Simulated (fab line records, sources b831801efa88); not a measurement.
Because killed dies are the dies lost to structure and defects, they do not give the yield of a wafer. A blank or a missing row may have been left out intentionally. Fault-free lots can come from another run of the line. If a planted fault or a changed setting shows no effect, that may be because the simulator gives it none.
fab line records	flow sky130
record: lots: 6	wafers: 18	lastDay: 49
route steps=708 shown VT_ADJUST_HVTR@137 VT_ADJUST_PCH@143 PAD_OPEN@708
lots with no fault: from the same line, run without faults
startH: hours from the record's opening day to when the first of the lot's shown wafers began	waitH: time in hours since the lot's previous step	" the same as in the row above	L1.1+2: several wafers, shown together as one row	- no value present, or no start provided	* or withheld: withheld	< > ~ a bound
route shown NAME@n: NAME is a module with steps in the file, n the number in the route of the first one	usual: mean and standard deviation over wafers with no fault	same: alike in all rows	chamber/n: place in a boat	sites: each site's reading	_std_site: the standard deviation of these	_edge_site: outer sites' mean less inner sites'	radiusMm: how far each site lies from the wafer's centre	mask NAME#n: copy n	behind: tool/chamber where the wafer was last shaped	hold: reason for holding the lot/hours on hold/outcome of the hold	device: transistor that didn't switch, given as n, p or np	end of line: tests of these same wafers at the route's end	a step with no rows: only its recipe	killed: count of dies lost to structure and defects at first sort (not the wafer's yield)	map: a wafer's dies, marking killed ones x, the rest . and places with no die _
set.NAME: setting as actually run; set.NAME@STEP: the setting as run at that earlier step	model.NAME: the simulator's own value behind a step, which no gauge read
lots seen at some steps along the route; tables by step, rows by wafer
services: from which hour (startH, from the record's first day; less than 0 if before it) a tool's chamber was out of use, for how many hours, and why
== steps ==
step: SKY_VT_ADJUST_HVTR_DEVELOP_06
recipe: developTimeS: 60	devTempC: 23
step: SKY_VT_ADJUST_HVTR_CD_MEAS_07
recipe: targetCdNm: 380
usual: cdNm: 379.8/2.3
lot.wafer	tool	chamber	startH	waitH	cdNm
L489.2	cdSem-02	-	209.95	0.1	378.9
L489.3	"	-	"	"	378.0
L489.5	"	-	"	"	379.2
L493.1	cdSem-01	-	244.12	0.1	377.0
L493.5	"	-	"	"	375.4
L493.6	"	-	"	"	377.9
L500.3	cdSem-02	-	291.93	0.1	375.6
L500.5	"	-	"	"	378.5
L500.6	"	-	"	"	375.4
L501.1	cdSem-02	-	304.54	0.1	381.7
L501.3	"	-	"	"	382.3
L501.4	"	-	"	"	382.0
L504.1	cdSem-02	-	320.68	0.1	377.6
L504.2	"	-	"	"	376.5
L504.4	"	-	"	"	378.4
L505.2	cdSem-02	-	335.28	0.3	376.8
L505.5	"	-	"	"	380.8
L505.6	"	-	"	"	380.9
step: SKY_VT_ADJUST_HVTR_OVL_MEAS_08
usual: VT_ADJUST_HVTR_OVL: -0.2/1.4
lot.wafer	tool	chamber	startH	waitH	VT_ADJUST_HVTR_OVL[nm]
L489.2	overlay-01	-	210.05	0.1	-2.5
L489.3	"	-	"	"	-1.5
L489.5	"	-	"	"	-0.9
L493.1	overlay-02	-	244.24	0.1	0.2
L493.5	"	-	"	"	-3.3
L493.6	"	-	"	"	0.0
L500.3	overlay-02	-	292.02	0.1	-0.6
L500.5	"	-	"	"	-1.2
L500.6	"	-	"	"	-1.2
L501.1	overlay-01	-	304.66	0.1	0.3
L501.3	"	-	"	"	-0.9
L501.4	"	-	"	"	-1.1
L504.1	overlay-02	-	320.80	0.1	-0.8
L504.2	"	-	"	"	-1.5
L504.4	"	-	"	"	-1.4
L505.2	overlay-02	-	335.39	0.1	-0.5
L505.5	"	-	"	"	-0.9
L505.6	"	-	"	"	-2.3
step: SKY_VT_ADJUST_HVTR_IMPLANT_09
recipe: species: B	energyKev: 10	doseCm2: 2.1e+12	tiltDeg: withheld
step: SKY_VT_ADJUST_HVTR_STRIP_10
recipe: chemistry: O2/N2	powerW: 1400	pressureMtorr: 1500	platenTempC: withheld	o2FlowSccm: 3000	n2FlowSccm: 300	overashFraction: 0.5
usual: drypumpMotorCurrentA: 5.99/0.2	oesProductAu: 0.715/0.0052	stripTimeToEndpointS: 14.19/0.039
lot.wafer	tool	chamber	startH	waitH	drypumpMotorCurrentA	oesProductAu	rfHoursCounterH	stripTimeToEndpointS
L489.2	plasmaAsher-03	1	210.23	0.1	5.85	0.710	54	14.14
L489.3	"	0	"	"	5.70	0.725	-	14.19
L489.5	"	1	"	"	5.86	0.703	-	14.15
L493.1	plasmaAsher-01	1	244.43	0.1	5.94	0.727	43	14.12
L493.5	"	1	"	"	5.96	0.715	-	14.15
L493.6	"	0	"	"	6.15	0.710	-	14.19
L500.3	plasmaAsher-04	1	292.23	0.1	6.25	0.713	-	14.26
L500.5	"	1	"	"	6.25	0.712	-	14.23
L500.6	"	0	"	"	6.16	0.714	-	14.24
L501.1	plasmaAsher-04	0	304.85	0.1	6.14	0.709	18	14.19
L501.3	"	1	"	"	6.25	0.717	-	14.19
L501.4	"	0	"	"	6.16	0.720	-	14.15
L504.1	plasmaAsher-01	0	320.98	0.1	6.12	0.719	51	14.20
L504.2	"	1	"	"	5.95	0.723	51	14.19
L504.4	"	0	"	"	6.12	0.708	-	14.21
L505.2	plasmaAsher-03	0	335.57	0.1	5.67	0.718	67	14.15
L505.5	"	1	"	"	5.88	0.719	-	14.18
L505.6	"	0	"	"	5.64	0.709	-	14.19
step: SKY_VT_ADJUST_HVTR_TW_MEAS_11
usual: VT_ADJUST_HVTR_TW: 211.5/0.89
lot.wafer	tool	chamber	startH	waitH	VT_ADJUST_HVTR_TW
L489.2	filmMetro-01	-	210.34	0.1	211.9
L489.3	"	-	"	"	211.1
L489.5	"	-	"	"	210.8
L493.1	filmMetro-02	-	244.53	0.1	211.5
L493.5	"	-	"	"	210.3
L493.6	"	-	"	"	211.7
L500.3	filmMetro-01	-	292.32	0.1	210.0
L500.5	"	-	"	"	210.3
L500.6	"	-	"	"	211.7
L501.1	filmMetro-01	-	304.95	0.1	211.2
L501.3	"	-	"	"	211.2
L501.4	"	-	"	"	211.0
L504.1	filmMetro-03	-	321.08	0.1	212.2
L504.2	"	-	"	"	211.7
L504.4	"	-	"	"	212.0
L505.2	filmMetro-03	-	335.68	0.1	210.7
L505.5	"	-	"	"	211.9
L505.6	"	-	"	"	210.9
step: SKY_VT_ADJUST_PCH_DEHYDRATE_00
recipe: tempC: 200	timeS: 60
step: SKY_VT_ADJUST_PCH_HMDS_01
recipe: primeTimeS: 60	primeTempC: 120
step: SKY_VT_ADJUST_PCH_COAT_02
recipe: spinRpm: 2000	resistThkNm: 3000
step: SKY_VT_ADJUST_PCH_SOFTBAKE_03
recipe: tempC: 110	timeS: withheld
step: SKY_VT_ADJUST_PCH_EXPOSE_04
recipe: maskId: NWM	na: 0.6	sourceShape: conventional	sigmaOuter: 0.6	polarization: unpolarized	targetCdNm: 840	doseMj: 255
step: SKY_VT_ADJUST_PCH_PEB_05
recipe: tempC: 115	timeS: withheld
step: SKY_VT_ADJUST_PCH_DEVELOP_06
recipe: wallAngleDeg: 90	developer: TMAH	developTimeS: 60	devTempC: 23
usual: developerTempC: 23.00/0.11	resistLineTempC: 23.01/0.12
lot.wafer	tool	chamber	startH	waitH	developerTempC	resistLineTempC
L489.2	lithoTrack-02	0	232	-	22.95	23.00
L489.3	"	0	"	"	22.83	23.21
L489.5	"	0	"	"	23.05	23.05
L493.1	lithoTrack-04	0	267	-	23.07	23.06
L493.5	"	0	"	"	23.05	23.11
L493.6	"	0	"	"	23.04	23.09
L500.3	lithoTrack-02	0	318	-	22.20	23.06
L500.5	"	0	"	"	22.12	23.01
L500.6	"	0	"	"	22.22	23.08
L501.1	lithoTrack-02	0	330	-	21.99	22.96
L501.3	"	0	331	-	22.15	23.08
L501.4	"	0	"	"	21.94	22.81
L504.1	lithoTrack-03	0	348	-	23.14	22.84
L504.2	"	0	"	"	23.16	23.09
L504.4	"	0	"	"	23.18	22.99
L505.2	lithoTrack-04	0	362	-	23.13	23.03
L505.5	"	0	363	-	22.93	23.03
L505.6	"	0	"	"	23.01	22.97
step: SKY_VT_ADJUST_PCH_OVL_MEAS_07
usual: VT_ADJUST_PCH_OVL: 0.8/1.5
lot.wafer	tool	chamber	startH	waitH	VT_ADJUST_PCH_OVL[nm]
L489.2	overlay-01	-	232.88	-	3.5
L489.3	"	-	"	"	3.8
L489.5	"	-	"	"	3.2
L493.1	overlay-02	-	267.79	-	-0.1
L493.5	"	-	"	"	1.9
L493.6	"	-	"	"	1.4
L500.3	overlay-01	-	318.53	-	-2.0
L500.5	"	-	"	"	0.0
L500.6	"	-	"	"	0.5
L501.1	overlay-01	-	331.12	-	1.6
L501.3	"	-	"	"	1.5
L501.4	"	-	"	"	-0.2
L504.1	overlay-01	-	348.20	-	0.6
L504.2	"	-	"	"	0.6
L504.4	"	-	"	"	0.4
L505.2	overlay-01	-	363.10	-	0.9
L505.5	"	-	"	"	2.0
L505.6	"	-	"	"	-1.0
step: SKY_PAD_OPEN_PROBE_99
usual: killed_at_M0_to_M3: 43/6.7	killed_at_M4_up: 3.2/1.8	killedAtContacts: 24/4.8	killedAtFrontEnd: 16/4.2	killedAtOther: 0.3/0.56	killedDies: 86/8.5	killedOpen: 47/6.7	killedShort: 39/6
same: grossDies: 492	killedAtBackSide: 0
lot.wafer	tool	chamber	startH	waitH	killed_at_M0_to_M3	killed_at_M4_up	killedAtContacts	killedAtFrontEnd	killedAtOther	killedDies	killedOpen	killedShort
L489.2	prober-02	-	1075.82	0.1	43	0	14	14	2	73	47	26
L489.3	prober-02	-	1075.87	0.2	42	2	21	19	1	85	48	37
L489.5	prober-02	-	1075.97	0.2	36	4	19	26	0	85	47	38
L493.1	prober-02	-	1106.57	0.1	53	2	31	19	0	105	59	45
L493.5	prober-02	-	1106.77	0.2	45	4	24	21	0	94	44	48
L493.6	prober-02	-	1106.82	0.2	43	3	24	19	0	89	43	46
L500.3	prober-01	-	1145.06	0.2	48	5	21	12	0	86	45	41
L500.5	prober-01	-	1145.16	0.2	32	5	24	20	0	81	47	34
L500.6	prober-01	-	1145.21	0.2	41	4	36	11	0	92	45	47
L501.1	prober-02	-	1151.95	0.1	28	6	29	11	0	74	49	25
L501.3	prober-02	-	1152.05	0.2	43	0	25	19	0	87	57	30
L501.4	prober-02	-	1152.10	0.2	43	4	27	14	0	88	49	39
L504.1	prober-01	-	1163.70	0.1	34	1	22	12	0	69	45	24
L504.2	prober-01	-	1163.75	0.1	43	5	30	15	1	94	50	44
L504.4	prober-01	-	1163.85	0.2	50	2	30	17	0	99	57	42
L505.2	prober-02	-	1172.87	0.1	42	2	27	16	0	87	53	34
L505.5	prober-02	-	1173.02	0.2	39	4	29	22	0	94	43	51
L505.6	prober-02	-	1173.07	0.2	37	0	32	13	0	82	49	33
killed by level:class
L489.2 VIA1:geometricParticle:open=11 VIA2:geometricParticle:open=8 METAL2:geometricParticle:short=8 FIELD_ISO:geometricParticle:open=6 CONTACT:geometricParticle:open=5 VIA1:geometricParticle:short=4 VIA3:geometricParticle:open=4 METAL1:geometricParticle:short=3
L489.3 VIA1:geometricParticle:open=10 CONTACT:geometricParticle:open=8 LI_CONTACT:geometricParticle:open=6 VIA1:geometricParticle:short=6 VIA3:geometricParticle:open=6 METAL2:geometricParticle:short=5 CONTACT:geometricParticle:short=5 VIA2:geometricParticle:open=5
L489.5 VIA1:geometricParticle:open=14 FIELD_ISO:geometricParticle:short=7 CONTACT:geometricParticle:open=7 VIA3:geometricParticle:open=6 LI_CONTACT:geometricParticle:open=5 FIELD_ISO:geometricParticle:open=4 POLY_GATE:geometricParticle:open=4 POLY_GATE:geometricParticle:short=4
L493.1 VIA1:geometricParticle:open=16 CONTACT:geometricParticle:open=12 METAL2:geometricParticle:short=9 METAL1:geometricParticle:short=8 LI_CONTACT:geometricParticle:open=7 VIA3:geometricParticle:open=7 CONTACT:geometricParticle:short=5 VIA1:geometricParticle:short=5
L493.5 VIA1:geometricParticle:open=11 VIA1:geometricParticle:short=7 CONTACT:geometricParticle:open=7 LI_CONTACT:geometricParticle:open=6 CONTACT:geometricParticle:short=6 METAL2:geometricParticle:short=6 POLY_GATE:geometricParticle:short=5 METAL3:geometricParticle:short=5
L493.6 VIA1:geometricParticle:open=9 METAL1:geometricParticle:short=8 VIA3:geometricParticle:open=8 CONTACT:geometricParticle:short=7 VIA2:geometricParticle:open=7 POLY_GATE:geometricParticle:open=5 LOCAL_INTERCONNECT:geometricParticle:short=5 CONTACT:geometricParticle:open=5
L500.3 VIA1:geometricParticle:open=10 CONTACT:geometricParticle:open=7 VIA2:geometricParticle:open=7 CONTACT:geometricParticle:short=6 VIA1:geometricParticle:short=6 VIA3:geometricParticle:open=6 LI_CONTACT:geometricParticle:open=5 METAL1:geometricParticle:short=5
L500.5 LI_CONTACT:geometricParticle:open=8 VIA1:geometricParticle:open=8 POLY_GATE:geometricParticle:open=7 CONTACT:geometricParticle:short=7 CONTACT:geometricParticle:open=6 VIA2:geometricParticle:short=5 FIELD_ISO:geometricParticle:open=4 FIELD_ISO:geometricParticle:short=4
L500.6 CONTACT:geometricParticle:open=12 VIA1:geometricParticle:open=10 LI_CONTACT:geometricParticle:open=8 CONTACT:geometricParticle:short=7 METAL2:geometricParticle:short=7 FIELD_ISO:geometricParticle:short=5 LI_CONTACT:geometricParticle:short=5 METAL1:geometricParticle:short=5
L501.1 CONTACT:geometricParticle:open=15 VIA1:geometricParticle:open=10 LI_CONTACT:geometricParticle:open=7 METAL4:geometricParticle:short=6 LI_CONTACT:geometricParticle:short=4 FIELD_ISO:geometricParticle:short=3 POLY_GATE:geometricParticle:open=3 METAL1:geometricParticle:open=3
L501.3 VIA1:geometricParticle:open=14 CONTACT:geometricParticle:open=10 VIA3:geometricParticle:open=8 FIELD_ISO:geometricParticle:short=5 LI_CONTACT:geometricParticle:open=5 POLY_GATE:geometricParticle:open=5 VIA2:geometricParticle:open=5 FIELD_ISO:geometricParticle:open=4
L501.4 VIA1:geometricParticle:open=13 LI_CONTACT:geometricParticle:open=9 CONTACT:geometricParticle:open=8 METAL2:geometricParticle:short=7 VIA2:geometricParticle:open=7 POLY_GATE:geometricParticle:short=6 METAL1:geometricParticle:short=5 CONTACT:geometricParticle:short=4
L504.1 VIA1:geometricParticle:open=10 CONTACT:geometricParticle:open=9 VIA2:geometricParticle:open=8 CONTACT:geometricParticle:short=6 POLY_GATE:geometricParticle:short=5 VIA3:geometricParticle:open=5 VIA1:geometricParticle:short=4 FIELD_ISO:geometricParticle:open=3
L504.2 CONTACT:geometricParticle:open=9 LI_CONTACT:geometricParticle:open=8 VIA1:geometricParticle:open=8 CONTACT:geometricParticle:short=7 METAL2:geometricParticle:short=7 VIA2:geometricParticle:open=6 VIA3:geometricParticle:open=5 POLY_GATE:geometricParticle:short=4
L504.4 VIA1:geometricParticle:open=15 CONTACT:geometricParticle:short=10 VIA3:geometricParticle:open=10 LI_CONTACT:geometricParticle:open=8 CONTACT:geometricParticle:open=7 VIA1:geometricParticle:short=6 POLY_GATE:geometricParticle:short=5 VIA2:geometricParticle:open=5
L505.2 CONTACT:geometricParticle:open=14 VIA1:geometricParticle:open=9 VIA3:geometricParticle:open=8 VIA2:geometricParticle:open=7 LI_CONTACT:geometricParticle:open=6 VIA1:geometricParticle:short=5 VIA2:geometricParticle:short=5 CONTACT:geometricParticle:short=5
L505.5 CONTACT:geometricParticle:open=11 CONTACT:geometricParticle:short=7 VIA1:geometricParticle:open=7 VIA1:geometricParticle:short=6 POLY_GATE:geometricParticle:short=5 METAL1:geometricParticle:short=5 METAL2:geometricParticle:short=5 VIA3:geometricParticle:short=5
L505.6 VIA1:geometricParticle:open=12 LI_CONTACT:geometricParticle:open=10 CONTACT:geometricParticle:short=10 CONTACT:geometricParticle:open=8 METAL2:geometricParticle:short=6 VIA3:geometricParticle:open=4 VIA2:geometricParticle:open=4 FIELD_ISO:geometricParticle:open=3
== services ==
tool	chamber	startH	hours	kind
plasmaAsher-03	-	235.80	0.3	repair
plasmaAsher-01	-	318.65	0.9	repair
lithoTrack-02	-	332.79	-	consumableReplace:filter
plasmaAsher-04	-	340.54	4.7	repair
== key ==
firstSign: step: SKY_VT_ADJUST_PCH_DEVELOP_06	reading: developerTempC	direction: down	sigmas: 8.2	usual: *	struck: *
effect none on later readings
metAt SKY_VT_ADJUST_PCH_DEVELOP_06
struckWafers L500.3,L500.5,L500.6,L501.1,L501.3,L501.4
testerLeftOut L500,L501
onsetBetween 232 318
fault: kind: processParameterDrift	tool: lithoTrack-02	chamber: -	onsetH: 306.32	steps: SKY_VT_ADJUST_PCH_DEVELOP_06	channel: devTempC	offset: *	shape: step	endH: 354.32	actsIn: *	stated: *
testerLeftOut: of these lots the tester's yield and bins aren't shown, on N5 and GAA mostly nor the transistor test; their killed dies are dies lost to structure and defects alone, not to doping, threshold or leakage, so they don't give the yield
